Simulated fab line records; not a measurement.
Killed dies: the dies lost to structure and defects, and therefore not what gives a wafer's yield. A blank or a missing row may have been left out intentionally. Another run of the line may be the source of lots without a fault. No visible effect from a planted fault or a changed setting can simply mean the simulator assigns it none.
What tool caused it? | flow gf180mcu | 15 lots with 45 wafers sampled at 2 steps, on a route of 602 steps

WHAT EACH GAUGE READ, for each wafer
GF_V3_OVL_MEAS_15.
lot  | measured     | on         | V3_OVL (nm)
L683 | day 22 17:19 | overlay-01 | -16 -10 1
L684 | day 22 22:13 | overlay-01 | -8 -2 -9
L685 | day 23 05:36 | overlay-02 | 2 1 -4
L686 | day 23 14:28 | overlay-02 | -10 0 3
L687 | day 23 21:23 | overlay-02 | -9 -10 -2
L689 | day 24 15:50 | overlay-01 | 7 -3 -1
L690 | day 25 04:56 | overlay-02 | 3 12 -4
L693 | day 26 01:07 | overlay-02 | -8 -8 -10
L695 | day 26 17:01 | overlay-01 | 6 7 -7
L701 | day 28 13:42 | overlay-02 | -6 -4 4
L702 | day 28 21:36 | overlay-01 | 3 0 5
L703 | day 29 04:08 | overlay-01 | 1 -1 -1
L704 | day 29 10:56 | overlay-02 | 0 2 5
L705 | day 29 13:57 | overlay-02 | -3 0 4
L706 | day 29 21:59 | overlay-02 | -1 -6 1

TOOL THAT RAN EACH LOT (tool first, then ch and the chambers of the sampled wafers, then the start)
lot  | GF_M3_SPUTTER_00
L683 | pvd-sputter-01, day 20 15:58
L684 | pvd-sputter-01, day 20 21:12
L685 | pvd-sputter-02, day 21 04:22
L686 | pvd-sputter-03, day 21 14:26
L687 | pvd-sputter-01, day 21 21:13
L689 | pvd-sputter-01, day 22 16:34
L690 | pvd-sputter-03, day 23 07:25
L693 | pvd-sputter-03, day 24 04:13
L695 | pvd-sputter-03, day 24 21:08
L701 | pvd-sputter-01, day 26 19:13
L702 | pvd-sputter-01, day 27 03:50
L703 | pvd-sputter-02, day 27 10:43
L704 | pvd-sputter-03, day 27 18:54
L705 | pvd-sputter-03, day 27 21:06
L706 | pvd-sputter-02, day 28 06:37
- GF_M3_SPUTTER_00: material Ti, target thk 37.5 nm, time 150 s.

AS READ BY THE TOOLS THEMSELVES (means over the sampled wafers that have a number; for cases with no such wafer, the mark the record gives instead)
GF_M3_SPUTTER_00.
lot  | tool           | cathode-dc-power-W (W) | throttle-valve-pct (%)
L683 | pvd-sputter-01 | 3999.7                 | 29.7
L684 | pvd-sputter-01 | 3999.9                 | 29.0
L685 | pvd-sputter-02 | 4000.1                 | 31.3
L686 | pvd-sputter-03 | 4000.2                 | 29.2
L687 | pvd-sputter-01 | 3999.3                 | 30.1
L689 | pvd-sputter-01 | 3999.8                 | 29.8
L690 | pvd-sputter-03 | 4000.4                 | 29.4
L693 | pvd-sputter-03 | 3999.8                 | 29.6
L695 | pvd-sputter-03 | 3999.3                 | 30.2
L701 | pvd-sputter-01 | 4000.2                 | 30.5
L702 | pvd-sputter-01 | 3999.6                 | 30.7
L703 | pvd-sputter-02 | 3999.5                 | 29.5
L704 | pvd-sputter-03 | 4000.1                 | 30.3
L705 | pvd-sputter-03 | 4000.1                 | 30.1
L706 | pvd-sputter-02 | 4000.0                 | 31.4

THE ANSWER, worked out from the rows above alone
Rule: the usual values come from the lots themselves. Put in order of their means at a reading, lots are off if they are a third of the lots or fewer, leave a main group of 4 or more, and stand apart from it by a gap of 3 or more times the standard deviation of the main group's means; of several such gaps the widest counts. The tables above print the reading to a certain number of digits; a main group whose means all agree to those digits is not used. A lot without any number at a reading at which 4 lots or more have one is off too. The other lots that the step has rows for count as sound. First the gauges in route order, then the tools' own readings, where a lot's mean is used as printed above. The first step at which some lot is off is used, and at that step the reading that is off furthest; a lot without a number counts as furthest.
No lot is off at any reading shown: from this, nothing can be told.

WHAT HAD BEEN PUT IN BY THE SIMULATOR
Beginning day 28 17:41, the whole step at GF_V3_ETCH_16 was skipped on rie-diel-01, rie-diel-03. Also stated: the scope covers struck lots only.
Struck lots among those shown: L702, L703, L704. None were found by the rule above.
